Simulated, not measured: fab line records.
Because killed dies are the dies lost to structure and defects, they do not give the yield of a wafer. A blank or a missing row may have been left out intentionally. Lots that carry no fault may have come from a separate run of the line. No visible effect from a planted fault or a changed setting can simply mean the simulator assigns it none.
fab line records :: flow gf180mcu
record
  lots=7
  wafers=19
  lastDay=34
route steps=602 shown TOP_METAL@575 PASSIVATION@587
lots that met no fault: taken from a fault-free run of the same line
startH: the number of hours between the record's first day and the start of the first shown wafer of the lot :: waitH: hours from the lot's prior step to this one :: " as in the row above :: L1.1+2: a row that stands for several wafers :: - no value present, or no start provided :: * or withheld: withheld :: < > ~ a bound
route shown NAME@n: NAME is a module with steps in the file, n the number in the route of the first one :: usual: mean/standard deviation taken from wafers without a fault :: same: alike in all rows :: chamber/n: place in a boat :: sites: per-site readings :: _std_site: standard deviation of those values :: _edge_site: inner sites' mean taken away from outer sites' mean :: radiusMm: for every site, how far away it sits from the centre of the wafer :: mask NAME#n: copy n :: behind: the most recent tool/chamber to have shaped the wafer :: hold: reason for holding the lot/hours on hold/outcome of the hold :: device: transistor that didn't switch, given as n, p or np :: end of line: at the end of the route, the tests of the same wafers :: a step given without rows: its recipe and nothing more :: killed: count of dies lost to structure and defects at first sort (not the wafer's yield) :: map: a wafer's dies, marking killed ones x, the rest . and places with no die _
set.NAME: the setting that was run; set.NAME@STEP: the one run at that earlier step :: model.NAME: the simulator's own value behind a step, which no gauge read
a table for each step, a row for each wafer; lots at some steps of the route
services: a tool's chamber out of use, with start hour (startH, from the record's first day; less than 0 if before it), hours out, and reason
## steps
# step GF_TOP_METAL_HMDS_08
# recipe
  primeTimeS=60
  primeTempC=120
# step GF_TOP_METAL_COAT_09
# recipe
  resist=NOVOLAK
  spinRpm=3000
  resistThkNm=1500
# step GF_TOP_METAL_SOFTBAKE_10
# recipe
  tempC=90
  timeS=60
  resist=NOVOLAK
# step GF_TOP_METAL_EXPOSE_11
# recipe
  maskId=MetalTop
  targetCdNm=440
  na=0.6
  sourceShape=conventional
  sigmaOuter=0.6
  doseMj=170
# step GF_TOP_METAL_PEB_12
# recipe
  tempC=withheld
  timeS=*
  resist=NOVOLAK
# step GF_TOP_METAL_DEVELOP_13
# recipe
  developTimeS=60
  devTempC=23
# step GF_TOP_METAL_CD_MEAS_14
# recipe
  targetCdNm=440
# usual
  cdNm=439.8/2.4
lot.wafer: L755.1
tool: cdSem-01
chamber: -
startH: 686.58
waitH: 0.1
cdNm: 441.8

lot.wafer: L755.2
tool: cdSem-01
chamber: -
startH: 686.58
waitH: 0.1
cdNm: 442.6

lot.wafer: L755.3
tool: cdSem-01
chamber: -
startH: 686.58
waitH: 0.1
cdNm: 443.0

lot.wafer: L758.2
tool: cdSem-02
chamber: -
startH: 701.50
waitH: 0.1
cdNm: 441.8

lot.wafer: L758.3
tool: cdSem-02
chamber: -
startH: 701.50
waitH: 0.1
cdNm: 443.5

lot.wafer: L758.6
tool: cdSem-02
chamber: -
startH: 701.50
waitH: 0.1
cdNm: 440.9

lot.wafer: L757.1
tool: cdSem-01
chamber: -
startH: 704.58
waitH: 0.1
cdNm: 440.3

lot.wafer: L757.2
tool: cdSem-01
chamber: -
startH: 704.58
waitH: 0.1
cdNm: 440.2

lot.wafer: L760.1
tool: cdSem-01
chamber: -
startH: 715.64
waitH: 0.1
cdNm: 437.5

lot.wafer: L760.5
tool: cdSem-01
chamber: -
startH: 715.64
waitH: 0.1
cdNm: 442.3

lot.wafer: L760.6
tool: cdSem-01
chamber: -
startH: 715.64
waitH: 0.1
cdNm: 438.2

lot.wafer: L762.2
tool: cdSem-01
chamber: -
startH: 728.55
waitH: 0.1
cdNm: 436.0

lot.wafer: L762.6
tool: cdSem-01
chamber: -
startH: 728.55
waitH: 0.1
cdNm: 436.2

lot.wafer: L771.2
tool: cdSem-01
chamber: -
startH: 780.95
waitH: 0.1
cdNm: 440.8

lot.wafer: L771.3
tool: cdSem-01
chamber: -
startH: 780.95
waitH: 0.1
cdNm: 438.6

lot.wafer: L771.5
tool: cdSem-01
chamber: -
startH: 780.95
waitH: 0.1
cdNm: 442.6

lot.wafer: L773.2
tool: cdSem-01
chamber: -
startH: 792.25
waitH: 0.1
cdNm: 440.6

lot.wafer: L773.4
tool: cdSem-01
chamber: -
startH: 792.25
waitH: 0.1
cdNm: 442.8

lot.wafer: L773.6
tool: cdSem-01
chamber: -
startH: 792.25
waitH: 0.1
cdNm: 440.5
# step GF_TOP_METAL_OVL_MEAS_15
# usual
  TOP_METAL_OVL=0.2/1.1
lot.wafer: L755.1
tool: overlay-01
chamber: -
startH: 686.70
waitH: 0.1
TOP_METAL_OVL[nm]: 0.8

lot.wafer: L755.2
tool: overlay-01
chamber: -
startH: 686.70
waitH: 0.1
TOP_METAL_OVL[nm]: 0.4

lot.wafer: L755.3
tool: overlay-01
chamber: -
startH: 686.70
waitH: 0.1
TOP_METAL_OVL[nm]: -0.3

lot.wafer: L758.2
tool: overlay-02
chamber: -
startH: 701.61
waitH: 0.1
TOP_METAL_OVL[nm]: 0.4

lot.wafer: L758.3
tool: overlay-02
chamber: -
startH: 701.61
waitH: 0.1
TOP_METAL_OVL[nm]: 0.3

lot.wafer: L758.6
tool: overlay-02
chamber: -
startH: 701.61
waitH: 0.1
TOP_METAL_OVL[nm]: -0.7

lot.wafer: L757.1
tool: overlay-01
chamber: -
startH: 704.70
waitH: 0.1
TOP_METAL_OVL[nm]: -0.3

lot.wafer: L757.2
tool: overlay-01
chamber: -
startH: 704.70
waitH: 0.1
TOP_METAL_OVL[nm]: 1.8

lot.wafer: L760.1
tool: overlay-02
chamber: -
startH: 715.76
waitH: 0.1
TOP_METAL_OVL[nm]: 0.3

lot.wafer: L760.5
tool: overlay-02
chamber: -
startH: 715.76
waitH: 0.1
TOP_METAL_OVL[nm]: 0.9

lot.wafer: L760.6
tool: overlay-02
chamber: -
startH: 715.76
waitH: 0.1
TOP_METAL_OVL[nm]: 0.3

lot.wafer: L762.2
tool: overlay-02
chamber: -
startH: 728.66
waitH: 0.1
TOP_METAL_OVL[nm]: -1.1

lot.wafer: L762.6
tool: overlay-02
chamber: -
startH: 728.66
waitH: 0.1
TOP_METAL_OVL[nm]: 0.5

lot.wafer: L771.2
tool: overlay-01
chamber: -
startH: 781.06
waitH: 0.1
TOP_METAL_OVL[nm]: 0.2

lot.wafer: L771.3
tool: overlay-01
chamber: -
startH: 781.06
waitH: 0.1
TOP_METAL_OVL[nm]: 0.0

lot.wafer: L771.5
tool: overlay-01
chamber: -
startH: 781.06
waitH: 0.1
TOP_METAL_OVL[nm]: -0.4

lot.wafer: L773.2
tool: overlay-02
chamber: -
startH: 792.35
waitH: 0.1
TOP_METAL_OVL[nm]: 0.1

lot.wafer: L773.4
tool: overlay-02
chamber: -
startH: 792.35
waitH: 0.1
TOP_METAL_OVL[nm]: -1.3

lot.wafer: L773.6
tool: overlay-02
chamber: -
startH: 792.35
waitH: 0.1
TOP_METAL_OVL[nm]: -1.7
# step GF_TOP_METAL_METAL_ETCH_16
# recipe
  chemistry=Cl2/BCl3
  maskMaterial=NOVOLAK
  targetDepthNm=1197
  stopOn=SiO2
  pressureMtorr=8
  icpW=800
  biasW=140
  Cl2_flow_sccm=80
  bcl3FlowSccm=40
  timeS=199.5
# usual
  drypumpMotorCurrentA=5.64/0.29
  oesProductAu=0.991/0.0047
  throttleValvePct=28.229/0.0085
lot.wafer: L755.1
tool: rieMetal-04
chamber: 0
startH: 686.73
waitH: 0.0
drypumpMotorCurrentA: 5.73
oesProductAu: 0.994
rfHoursCounterH: 14
throttleValvePct: 28.225

lot.wafer: L755.2
tool: rieMetal-04
chamber: 1
startH: 686.73
waitH: 0.0
drypumpMotorCurrentA: 5.46
oesProductAu: 0.991
rfHoursCounterH: 0
throttleValvePct: 28.224

lot.wafer: L755.3
tool: rieMetal-04
chamber: 1
startH: 686.73
waitH: 0.0
drypumpMotorCurrentA: 5.45
oesProductAu: 0.988
rfHoursCounterH: -
throttleValvePct: 28.221

lot.wafer: L758.2
tool: rieMetal-01
chamber: 0
startH: 701.64
waitH: 0.0
drypumpMotorCurrentA: 6.12
oesProductAu: 0.991
rfHoursCounterH: 12
throttleValvePct: 28.222

lot.wafer: L758.3
tool: rieMetal-01
chamber: 0
startH: 701.64
waitH: 0.0
drypumpMotorCurrentA: 6.11
oesProductAu: 0.979
rfHoursCounterH: -
throttleValvePct: 28.230

lot.wafer: L758.6
tool: rieMetal-01
chamber: 1
startH: 701.64
waitH: 0.0
drypumpMotorCurrentA: 5.25
oesProductAu: 0.991
rfHoursCounterH: -
throttleValvePct: 28.215

lot.wafer: L757.1
tool: rieMetal-04
chamber: 1
startH: 704.74
waitH: 0.0
drypumpMotorCurrentA: 5.47
oesProductAu: 0.989
rfHoursCounterH: 1
throttleValvePct: 28.245

lot.wafer: L757.2
tool: rieMetal-04
chamber: 0
startH: 704.74
waitH: 0.0
drypumpMotorCurrentA: 5.70
oesProductAu: 0.982
rfHoursCounterH: 15
throttleValvePct: 28.219

lot.wafer: L760.1
tool: rieMetal-02
chamber: 0
startH: 715.79
waitH: 0.0
drypumpMotorCurrentA: 5.93
oesProductAu: 0.997
rfHoursCounterH: 9
throttleValvePct: 28.227

lot.wafer: L760.5
tool: rieMetal-02
chamber: 0
startH: 715.79
waitH: 0.0
drypumpMotorCurrentA: 5.90
oesProductAu: 0.995
rfHoursCounterH: -
throttleValvePct: 28.230

lot.wafer: L760.6
tool: rieMetal-02
chamber: 1
startH: 715.79
waitH: 0.0
drypumpMotorCurrentA: 5.31
oesProductAu: 0.987
rfHoursCounterH: -
throttleValvePct: 28.239

lot.wafer: L762.2
tool: rieMetal-02
chamber: 0
startH: 728.69
waitH: 0.0
drypumpMotorCurrentA: 5.91
oesProductAu: 0.993
rfHoursCounterH: 10
throttleValvePct: 28.206

lot.wafer: L762.6
tool: rieMetal-02
chamber: 0
startH: 728.69
waitH: 0.0
drypumpMotorCurrentA: 5.93
oesProductAu: 0.992
rfHoursCounterH: -
throttleValvePct: 28.234

lot.wafer: L771.2
tool: rieMetal-04
chamber: 1
startH: 781.09
waitH: 0.0
drypumpMotorCurrentA: 5.49
oesProductAu: 0.992
rfHoursCounterH: 7
throttleValvePct: 28.233

lot.wafer: L771.3
tool: rieMetal-04
chamber: 0
startH: 781.09
waitH: 0.0
drypumpMotorCurrentA: 5.73
oesProductAu: 0.989
rfHoursCounterH: -
throttleValvePct: 28.229

lot.wafer: L771.5
tool: rieMetal-04
chamber: 1
startH: 781.09
waitH: 0.0
drypumpMotorCurrentA: 5.49
oesProductAu: 0.994
rfHoursCounterH: -
throttleValvePct: 28.234

lot.wafer: L773.2
tool: rieMetal-02
chamber: 0
startH: 792.38
waitH: 0.0
drypumpMotorCurrentA: 5.91
oesProductAu: 0.990
rfHoursCounterH: 13
throttleValvePct: 28.221

lot.wafer: L773.4
tool: rieMetal-02
chamber: 1
startH: 792.38
waitH: 0.0
drypumpMotorCurrentA: 5.33
oesProductAu: 0.992
rfHoursCounterH: -
throttleValvePct: 28.240

lot.wafer: L773.6
tool: rieMetal-02
chamber: 1
startH: 792.38
waitH: 0.0
drypumpMotorCurrentA: 5.31
oesProductAu: 0.980
rfHoursCounterH: -
throttleValvePct: 28.221
# step GF_TOP_METAL_STRIP_17
# recipe
  chemistry=O2/N2
  powerW=1400
  pressureMtorr=1500
  platenTempC=250
  o2FlowSccm=3000
  n2FlowSccm=300
  overashFraction=0.5
# usual
  drypumpMotorCurrentA=5.7/0.49
  heaterPowerW=343/56
  oesProductAu=0.710/0.0046
  stripTimeToEndpointS=12.92/0.053
# same
  overashFraction=0.5
lot.wafer: L755.1
tool: plasmaAsher-01
chamber: 1
startH: 686.92
waitH: 0.1
drypumpMotorCurrentA: 5.8
heaterPowerW: 421
oesProductAu: 0.714
rfHoursCounterH: 56
stripTimeToEndpointS: 12.85

lot.wafer: L755.2
tool: plasmaAsher-01
chamber: 0
startH: 686.92
waitH: 0.1
drypumpMotorCurrentA: 4.9
heaterPowerW: 287
oesProductAu: 0.710
rfHoursCounterH: 56
stripTimeToEndpointS: 12.98

lot.wafer: L755.3
tool: plasmaAsher-01
chamber: 1
startH: 686.92
waitH: 0.1
drypumpMotorCurrentA: 5.8
heaterPowerW: 423
oesProductAu: 0.717
rfHoursCounterH: -
stripTimeToEndpointS: 12.89

lot.wafer: L758.2
tool: plasmaAsher-03
chamber: 1
startH: 701.83
waitH: 0.1
drypumpMotorCurrentA: 6.0
heaterPowerW: 296
oesProductAu: 0.709
rfHoursCounterH: 30
stripTimeToEndpointS: 12.85

lot.wafer: L758.3
tool: plasmaAsher-03
chamber: 0
startH: 701.83
waitH: 0.1
drypumpMotorCurrentA: 5.7
heaterPowerW: 336
oesProductAu: 0.724
rfHoursCounterH: -
stripTimeToEndpointS: 12.88

lot.wafer: L758.6
tool: plasmaAsher-03
chamber: 1
startH: 701.83
waitH: 0.1
drypumpMotorCurrentA: 5.9
heaterPowerW: 287
oesProductAu: 0.705
rfHoursCounterH: -
stripTimeToEndpointS: 12.85

lot.wafer: L757.1
tool: plasmaAsher-03
chamber: 1
startH: 704.93
waitH: 0.1
drypumpMotorCurrentA: 5.9
heaterPowerW: 284
oesProductAu: 0.714
rfHoursCounterH: 30
stripTimeToEndpointS: 12.93

lot.wafer: L757.2
tool: plasmaAsher-03
chamber: 0
startH: 704.93
waitH: 0.1
drypumpMotorCurrentA: 5.7
heaterPowerW: 329
oesProductAu: 0.713
rfHoursCounterH: 30
stripTimeToEndpointS: 13.04

lot.wafer: L760.1
tool: plasmaAsher-03
chamber: 0
startH: 715.98
waitH: 0.1
drypumpMotorCurrentA: 5.7
heaterPowerW: 330
oesProductAu: 0.712
rfHoursCounterH: 31
stripTimeToEndpointS: 12.86

lot.wafer: L760.5
tool: plasmaAsher-03
chamber: 0
startH: 715.98
waitH: 0.1
drypumpMotorCurrentA: 5.6
heaterPowerW: 331
oesProductAu: 0.712
rfHoursCounterH: -
stripTimeToEndpointS: 12.78

lot.wafer: L760.6
tool: plasmaAsher-03
chamber: 1
startH: 715.98
waitH: 0.1
drypumpMotorCurrentA: 5.9
heaterPowerW: 288
oesProductAu: 0.714
rfHoursCounterH: -
stripTimeToEndpointS: 12.92

lot.wafer: L762.2
tool: plasmaAsher-02
chamber: 1
startH: 728.88
waitH: 0.1
drypumpMotorCurrentA: 6.6
heaterPowerW: 394
oesProductAu: 0.714
rfHoursCounterH: 113
stripTimeToEndpointS: 12.92

lot.wafer: L762.6
tool: plasmaAsher-02
chamber: 1
startH: 728.88
waitH: 0.1
drypumpMotorCurrentA: 6.7
heaterPowerW: 398
oesProductAu: 0.713
rfHoursCounterH: -
stripTimeToEndpointS: 12.87

lot.wafer: L771.2
tool: plasmaAsher-01
chamber: 1
startH: 781.28
waitH: 0.1
drypumpMotorCurrentA: 5.8
heaterPowerW: 427
oesProductAu: 0.708
rfHoursCounterH: 66
stripTimeToEndpointS: 12.88

lot.wafer: L771.3
tool: plasmaAsher-01
chamber: 1
startH: 781.28
waitH: 0.1
drypumpMotorCurrentA: 5.8
heaterPowerW: 432
oesProductAu: 0.712
rfHoursCounterH: -
stripTimeToEndpointS: 12.87

lot.wafer: L771.5
tool: plasmaAsher-01
chamber: 1
startH: 781.28
waitH: 0.1
drypumpMotorCurrentA: 5.8
heaterPowerW: 427
oesProductAu: 0.706
rfHoursCounterH: -
stripTimeToEndpointS: 12.90

lot.wafer: L773.2
tool: plasmaAsher-01
chamber: 0
startH: 792.57
waitH: 0.1
drypumpMotorCurrentA: 4.9
heaterPowerW: 290
oesProductAu: 0.712
rfHoursCounterH: 68
stripTimeToEndpointS: 12.94

lot.wafer: L773.4
tool: plasmaAsher-01
chamber: 0
startH: 792.57
waitH: 0.1
drypumpMotorCurrentA: 5.0
heaterPowerW: 287
oesProductAu: 0.703
rfHoursCounterH: -
stripTimeToEndpointS: 12.91

lot.wafer: L773.6
tool: plasmaAsher-01
chamber: 0
startH: 792.57
waitH: 0.1
drypumpMotorCurrentA: 5.0
heaterPowerW: 286
oesProductAu: 0.709
rfHoursCounterH: -
stripTimeToEndpointS: 12.92
# step GF_TOP_METAL_STRIP_18
# recipe
  chemistry=postEtchResidueRemover
  timeS=1200
  tempC=72.5
# step GF_TOP_METAL_CLEAN_19
# recipe
  chemistry=DIW
  dry=n2Spin
# step GF_PASSIVATION_CVD_00
# recipe
  material=SiO2
  targetThkNm=1000
  precursor=TEOS
  tempC=400
  timeS=111.95
  rfW=600
# usual
  heaterPowerOuterW=411/57
  heaterPowerW=701/68
lot.wafer: L755.1
tool: pecvd-02
chamber: 1
startH: 687.49
waitH: 0.0
heaterPowerOuterW: 430
heaterPowerW: 771
model.SiO2_of_PASSIVATION_CVD_00.thkNm: 992.5

lot.wafer: L755.2
tool: pecvd-02
chamber: 2
startH: 687.49
waitH: 0.0
heaterPowerOuterW: 476
heaterPowerW: 698
model.SiO2_of_PASSIVATION_CVD_00.thkNm: 990.9

lot.wafer: L755.3
tool: pecvd-02
chamber: 0
startH: 687.49
waitH: 0.0
heaterPowerOuterW: 417
heaterPowerW: 705
model.SiO2_of_PASSIVATION_CVD_00.thkNm: 986.8

lot.wafer: L758.2
tool: pecvd-03
chamber: 0
startH: 702.37
waitH: 0.0
heaterPowerOuterW: 369
heaterPowerW: 650
model.SiO2_of_PASSIVATION_CVD_00.thkNm: 999.1

lot.wafer: L758.3
tool: pecvd-03
chamber: 2
startH: 702.37
waitH: 0.0
heaterPowerOuterW: 392
heaterPowerW: 693
model.SiO2_of_PASSIVATION_CVD_00.thkNm: 993.5

lot.wafer: L758.6
tool: pecvd-03
chamber: 0
startH: 702.37
waitH: 0.0
heaterPowerOuterW: 416
heaterPowerW: 715
model.SiO2_of_PASSIVATION_CVD_00.thkNm: 1025

lot.wafer: L757.1
tool: pecvd-02
chamber: 2
startH: 705.50
waitH: 0.0
heaterPowerOuterW: 524
heaterPowerW: 718
model.SiO2_of_PASSIVATION_CVD_00.thkNm: 969.9

lot.wafer: L757.2
tool: pecvd-02
chamber: 1
startH: 705.50
waitH: 0.0
heaterPowerOuterW: 460
heaterPowerW: 783
model.SiO2_of_PASSIVATION_CVD_00.thkNm: 1292

lot.wafer: L760.1
tool: pecvd-02
chamber: 1
startH: 716.52
waitH: 0.0
heaterPowerOuterW: 448
heaterPowerW: 753
model.SiO2_of_PASSIVATION_CVD_00.thkNm: 1003

lot.wafer: L760.5
tool: pecvd-02
chamber: 2
startH: 716.52
waitH: 0.0
heaterPowerOuterW: 566
heaterPowerW: 780
model.SiO2_of_PASSIVATION_CVD_00.thkNm: 1332

lot.wafer: L760.6
tool: pecvd-02
chamber: 0
startH: 716.52
waitH: 0.0
heaterPowerOuterW: 440
heaterPowerW: 754
model.SiO2_of_PASSIVATION_CVD_00.thkNm: 1011

lot.wafer: L762.2
tool: pecvd-02
chamber: 0
startH: 729.42
waitH: 0.0
heaterPowerOuterW: 351
heaterPowerW: 636
model.SiO2_of_PASSIVATION_CVD_00.thkNm: 1314

lot.wafer: L762.6
tool: pecvd-02
chamber: 2
startH: 729.42
waitH: 0.0
heaterPowerOuterW: 544
heaterPowerW: 773
model.SiO2_of_PASSIVATION_CVD_00.thkNm: 1022

lot.wafer: L771.2
tool: pecvd-04
chamber: 1
startH: 781.95
waitH: 0.0
heaterPowerOuterW: 369
heaterPowerW: 635
model.SiO2_of_PASSIVATION_CVD_00.thkNm: 985.2

lot.wafer: L771.3
tool: pecvd-04
chamber: 0
startH: 781.95
waitH: 0.0
heaterPowerOuterW: 383
heaterPowerW: 651
model.SiO2_of_PASSIVATION_CVD_00.thkNm: 984.4

lot.wafer: L771.5
tool: pecvd-04
chamber: 0
startH: 781.95
waitH: 0.0
heaterPowerOuterW: 412
heaterPowerW: 711
model.SiO2_of_PASSIVATION_CVD_00.thkNm: 1007

lot.wafer: L773.2
tool: pecvd-03
chamber: 2
startH: 793.11
waitH: 0.0
heaterPowerOuterW: 371
heaterPowerW: 656
model.SiO2_of_PASSIVATION_CVD_00.thkNm: 988.3

lot.wafer: L773.4
tool: pecvd-03
chamber: 0
startH: 793.11
waitH: 0.0
heaterPowerOuterW: 356
heaterPowerW: 635
model.SiO2_of_PASSIVATION_CVD_00.thkNm: 1026

lot.wafer: L773.6
tool: pecvd-03
chamber: 2
startH: 793.11
waitH: 0.0
heaterPowerOuterW: 400
heaterPowerW: 694
model.SiO2_of_PASSIVATION_CVD_00.thkNm: 1010
# step GF_PASSIVATION_THK_MEAS_01
# recipe
  reads=SiO2_of_PASSIVATION_CVD_00
# usual
  PASSIVATION_CVD_00_THK=1000/13
lot.wafer: L755.1
tool: filmMetro-01
chamber: -
startH: 687.57
waitH: 0.0
hold: -
PASSIVATION_CVD_00_THK[nm]: 992

lot.wafer: L755.2
tool: filmMetro-01
chamber: -
startH: 687.57
waitH: 0.0
hold: -
PASSIVATION_CVD_00_THK[nm]: 991

lot.wafer: L755.3
tool: filmMetro-01
chamber: -
startH: 687.57
waitH: 0.0
hold: -
PASSIVATION_CVD_00_THK[nm]: 987

lot.wafer: L758.2
tool: filmMetro-03
chamber: -
startH: 702.45
waitH: 0.0
hold: -
PASSIVATION_CVD_00_THK[nm]: 1000

lot.wafer: L758.3
tool: filmMetro-03
chamber: -
startH: 702.45
waitH: 0.0
hold: -
PASSIVATION_CVD_00_THK[nm]: 993

lot.wafer: L758.6
tool: filmMetro-03
chamber: -
startH: 702.45
waitH: 0.0
hold: -
PASSIVATION_CVD_00_THK[nm]: 1025

lot.wafer: L757.1
tool: filmMetro-01
chamber: -
startH: 705.58
waitH: 0.0
hold: awaitDispo/0.2h/release
PASSIVATION_CVD_00_THK[nm]: 969

lot.wafer: L757.2
tool: filmMetro-01
chamber: -
startH: 705.58
waitH: 0.0
hold: awaitDispo/0.2h/release
PASSIVATION_CVD_00_THK[nm]: 1293

lot.wafer: L757.1
tool: filmMetro-01
chamber: -
startH: 705.80
waitH: 0.2
hold: -
PASSIVATION_CVD_00_THK[nm]: 970

lot.wafer: L757.2
tool: filmMetro-01
chamber: -
startH: 705.80
waitH: 0.2
hold: -
PASSIVATION_CVD_00_THK[nm]: 1293

lot.wafer: L760.1
tool: filmMetro-02
chamber: -
startH: 716.60
waitH: 0.0
hold: awaitDispo/0.2h/release
PASSIVATION_CVD_00_THK[nm]: 1002

lot.wafer: L760.5
tool: filmMetro-02
chamber: -
startH: 716.60
waitH: 0.0
hold: awaitDispo/0.2h/release
PASSIVATION_CVD_00_THK[nm]: 1332

lot.wafer: L760.6
tool: filmMetro-02
chamber: -
startH: 716.60
waitH: 0.0
hold: awaitDispo/0.2h/release
PASSIVATION_CVD_00_THK[nm]: 1011

lot.wafer: L760.1
tool: filmMetro-02
chamber: -
startH: 716.82
waitH: 0.2
hold: -
PASSIVATION_CVD_00_THK[nm]: 1002

lot.wafer: L760.5
tool: filmMetro-02
chamber: -
startH: 716.82
waitH: 0.2
hold: -
PASSIVATION_CVD_00_THK[nm]: 1332

lot.wafer: L760.6
tool: filmMetro-02
chamber: -
startH: 716.82
waitH: 0.2
hold: -
PASSIVATION_CVD_00_THK[nm]: 1011

lot.wafer: L762.2
tool: filmMetro-01
chamber: -
startH: 729.50
waitH: 0.0
hold: awaitDispo/0.2h/release
PASSIVATION_CVD_00_THK[nm]: 1314

lot.wafer: L762.6
tool: filmMetro-01
chamber: -
startH: 729.50
waitH: 0.0
hold: awaitDispo/0.2h/release
PASSIVATION_CVD_00_THK[nm]: 1021

lot.wafer: L762.2
tool: filmMetro-01
chamber: -
startH: 729.73
waitH: 0.2
hold: -
PASSIVATION_CVD_00_THK[nm]: 1314

lot.wafer: L762.6
tool: filmMetro-01
chamber: -
startH: 729.73
waitH: 0.2
hold: -
PASSIVATION_CVD_00_THK[nm]: 1022

lot.wafer: L771.2
tool: filmMetro-01
chamber: -
startH: 782.04
waitH: 0.0
hold: -
PASSIVATION_CVD_00_THK[nm]: 985

lot.wafer: L771.3
tool: filmMetro-01
chamber: -
startH: 782.04
waitH: 0.0
hold: -
PASSIVATION_CVD_00_THK[nm]: 985

lot.wafer: L771.5
tool: filmMetro-01
chamber: -
startH: 782.04
waitH: 0.0
hold: -
PASSIVATION_CVD_00_THK[nm]: 1007

lot.wafer: L773.2
tool: filmMetro-02
chamber: -
startH: 793.20
waitH: 0.0
hold: -
PASSIVATION_CVD_00_THK[nm]: 988

lot.wafer: L773.4
tool: filmMetro-02
chamber: -
startH: 793.20
waitH: 0.0
hold: -
PASSIVATION_CVD_00_THK[nm]: 1026

lot.wafer: L773.6
tool: filmMetro-02
chamber: -
startH: 793.20
waitH: 0.0
hold: -
PASSIVATION_CVD_00_THK[nm]: 1010
# step GF_PASSIVATION_CVD_02
# recipe
  material=Si3N4
  targetThkNm=700
  timeS=486.18
  tempC=400
  rfW=450
# usual
  heaterPowerOuterW=446/60
  heaterPowerW=738/65
lot.wafer: L755.1
tool: pecvd-03
chamber: 0
startH: 687.63
waitH: 0.1
hold: -
heaterPowerOuterW: 448
heaterPowerW: 754

lot.wafer: L755.2
tool: pecvd-03
chamber: 2
startH: 687.63
waitH: 0.1
hold: -
heaterPowerOuterW: 466
heaterPowerW: 784

lot.wafer: L755.3
tool: pecvd-03
chamber: 1
startH: 687.63
waitH: 0.1
hold: -
heaterPowerOuterW: 477
heaterPowerW: 850

lot.wafer: L758.2
tool: pecvd-02
chamber: 2
startH: 702.50
waitH: 0.0
hold: -
heaterPowerOuterW: 529
heaterPowerW: 742

lot.wafer: L758.3
tool: pecvd-02
chamber: 1
startH: 702.50
waitH: 0.0
hold: -
heaterPowerOuterW: 505
heaterPowerW: 829

lot.wafer: L758.6
tool: pecvd-02
chamber: 0
startH: 702.50
waitH: 0.0
hold: -
heaterPowerOuterW: 492
heaterPowerW: 814

lot.wafer: L757.1
tool: pecvd-04
chamber: 1
startH: 706.91
waitH: 1.1
hold: awaitDispo/1.1h/release
heaterPowerOuterW: 401
heaterPowerW: 687

lot.wafer: L757.2
tool: pecvd-04
chamber: 2
startH: 706.91
waitH: 1.1
hold: awaitDispo/1.1h/release
heaterPowerOuterW: 422
heaterPowerW: 704

lot.wafer: L760.1
tool: pecvd-04
chamber: 2
startH: 719.71
waitH: 2.9
hold: awaitDispo/2.8h/release
heaterPowerOuterW: 406
heaterPowerW: 711

lot.wafer: L760.5
tool: pecvd-04
chamber: 1
startH: 719.71
waitH: 2.9
hold: awaitDispo/2.8h/release
heaterPowerOuterW: 317
heaterPowerW: 600

lot.wafer: L760.6
tool: pecvd-04
chamber: 2
startH: 719.71
waitH: 2.9
hold: awaitDispo/2.8h/release
heaterPowerOuterW: 432
heaterPowerW: 717

lot.wafer: L762.2
tool: pecvd-04
chamber: 1
startH: 732.43
waitH: 2.7
hold: awaitDispo/2.3h/release
heaterPowerOuterW: 411
heaterPowerW: 710

lot.wafer: L762.6
tool: pecvd-04
chamber: 0
startH: 732.43
waitH: 2.7
hold: awaitDispo/2.3h/release
heaterPowerOuterW: 475
heaterPowerW: 781

lot.wafer: L771.2
tool: pecvd-02
chamber: 0
startH: 782.09
waitH: 0.0
hold: -
heaterPowerOuterW: 420
heaterPowerW: 722

lot.wafer: L771.3
tool: pecvd-02
chamber: 2
startH: 782.09
waitH: 0.0
hold: -
heaterPowerOuterW: 557
heaterPowerW: 790

lot.wafer: L771.5
tool: pecvd-02
chamber: 1
startH: 782.09
waitH: 0.0
hold: -
heaterPowerOuterW: 470
heaterPowerW: 801

lot.wafer: L773.2
tool: pecvd-02
chamber: 2
startH: 793.25
waitH: 0.0
hold: -
heaterPowerOuterW: 542
heaterPowerW: 782

lot.wafer: L773.4
tool: pecvd-02
chamber: 2
startH: 793.25
waitH: 0.0
hold: -
heaterPowerOuterW: 570
heaterPowerW: 807

lot.wafer: L773.6
tool: pecvd-02
chamber: 1
startH: 793.25
waitH: 0.0
hold: -
heaterPowerOuterW: 433
heaterPowerW: 780
## services
tool: rieMetal-02
chamber: -
startH: 674.68
hours: 4.0
kind: pm

tool: rieMetal-02
chamber: 1
startH: 678.97
hours: -
kind: clean

tool: rieMetal-02
chamber: 1
startH: 678.97
hours: 23.7
kind: scheduledDown

tool: rieMetal-02
chamber: 1
startH: 678.97
hours: 23.7
kind: ventCycle

tool: pecvd-02
chamber: -
startH: 679.53
hours: 0.9
kind: repair

tool: rieMetal-04
chamber: 0
startH: 705.02
hours: -
kind: clean

tool: rieMetal-04
chamber: 0
startH: 705.02
hours: 36.4
kind: scheduledDown

tool: rieMetal-04
chamber: 0
startH: 705.02
hours: 36.4
kind: ventCycle

tool: plasmaAsher-01
chamber: -
startH: 705.21
hours: 1.0
kind: repair

tool: plasmaAsher-02
chamber: -
startH: 733.75
hours: 9.0
kind: pm

tool: plasmaAsher-02
chamber: 0
startH: 733.75
hours: 9.0
kind: ventCycle

tool: plasmaAsher-02
chamber: 1
startH: 733.75
hours: 9.0
kind: ventCycle

tool: pecvd-02
chamber: 2
startH: 742.65
hours: 6.6
kind: repair

tool: plasmaAsher-02
chamber: 0
startH: 742.75
hours: -
kind: clean

tool: plasmaAsher-02
chamber: 1
startH: 742.75
hours: -
kind: clean

tool: pecvd-02
chamber: -
startH: 743.67
hours: 2.8
kind: pm
## key
firstSign
  step=GF_PASSIVATION_THK_MEAS_01
  reading=visit
  direction=added
effect
  step=GF_PASSIVATION_THK_MEAS_01
  reading=PASSIVATION_CVD_00_THK
  direction=up
  sigmas=24
  usual=1000
  struck=1313
modelEffect
  step=GF_PASSIVATION_CVD_00
  value=SiO2_of_PASSIVATION_CVD_00.thkNm
  without=1000
  struck=1313
metAt GF_PASSIVATION_CVD_00
struckWafers L757.2,L760.5,L762.2
laterRowsLeftOut L757.2,L762.2
sortLeftOut L757.2,L762.2
onsetBetween 687.49 705.50
fault
  kind=processParameterDrift
  tool=pecvd-02
  chamber=-
  onsetH=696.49
  steps=GF_PASSIVATION_CVD_00
  channel=targetThkNm
  offset=313.56
  shape=step
  endH=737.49
  scope=struckWafersOnly
  actsIn=theseRecipesOnly
  stated=1000
# sortLeftOut: the simulated sort isn't trusted on such a fault, so these wafers' sort isn't shown, and their yield isn't known
# laterRowsLeftOut: the simulator's readings of these wafers behind a module that went badly wrong aren't trusted and aren't shown, but for the sort
